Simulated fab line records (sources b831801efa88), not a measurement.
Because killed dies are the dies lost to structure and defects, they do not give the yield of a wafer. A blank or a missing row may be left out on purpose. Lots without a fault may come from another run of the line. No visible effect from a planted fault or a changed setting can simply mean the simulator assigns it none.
What tool caused it? || flow sky130 || at 1 step of a route of 708, 11 lots with 33 wafers sampled

WHAT EACH GAUGE READ, for each wafer
SKY_CAPM_THK_MEAS_01.
{"lot": "L300", "measured": "day 36 17:52", "on": "film_metro-03", "CAPM_CVD_00_THK (nm)": "15.19 15.40 15.47"}
{"lot": "L301", "measured": "day 37 02:39", "on": "film_metro-02", "CAPM_CVD_00_THK (nm)": "15.17 15.35 15.44"}
{"lot": "L302", "measured": "day 37 03:56", "on": "film_metro-02", "CAPM_CVD_00_THK (nm)": "15.54 15.29 15.54"}
{"lot": "L306", "measured": "day 38 10:58", "on": "film_metro-03", "CAPM_CVD_00_THK (nm)": "15.36 15.66 15.72"}
{"lot": "L309", "measured": "day 39 01:53", "on": "film_metro-03", "CAPM_CVD_00_THK (nm)": "15.62 15.47 15.52"}
{"lot": "L315", "measured": "day 41 07:05", "on": "film_metro-03", "CAPM_CVD_00_THK (nm)": "15.45 15.65 15.57"}
{"lot": "L316", "measured": "day 41 16:53", "on": "film_metro-01", "CAPM_CVD_00_THK (nm)": "15.46 15.56 15.77"}
{"lot": "L317", "measured": "day 41 21:36", "on": "film_metro-01", "CAPM_CVD_00_THK (nm)": "15.54 15.81 15.98"}
{"lot": "L318", "measured": "day 41 21:50", "on": "film_metro-01", "CAPM_CVD_00_THK (nm)": "15.56 15.45 15.62"}
{"lot": "L319", "measured": "day 42 02:51", "on": "film_metro-02", "CAPM_CVD_00_THK (nm)": "15.31 15.24 15.38"}
{"lot": "L320", "measured": "day 42 16:11", "on": "film_metro-01", "CAPM_CVD_00_THK (nm)": "15.23 15.13 15.50"}

EACH LOT AND THE TOOL THAT RAN IT (in order: tool; ch and the chambers of the sampled wafers; start)
No process step before these readings appears in the record.

THE ANSWER, worked out from the rows above alone
Rule: the usual values come from the lots themselves. The widest of any qualifying gaps counts: lots, ordered by their means at a reading, are off when they make up no more than a third of the lots, leave a main group of 4 or more, and stand apart from it by 3 or more times the standard deviation of that group's means. The tables above print the reading to a certain number of digits; a main group whose means all agree to those digits is not used. A lot without any number at a reading at which 4 lots or more have one is off too. Any other lot the step has rows for is counted as sound.
None of the lots is off at any reading shown; this tells nothing.

WHAT THE SIMULATOR PUT IN
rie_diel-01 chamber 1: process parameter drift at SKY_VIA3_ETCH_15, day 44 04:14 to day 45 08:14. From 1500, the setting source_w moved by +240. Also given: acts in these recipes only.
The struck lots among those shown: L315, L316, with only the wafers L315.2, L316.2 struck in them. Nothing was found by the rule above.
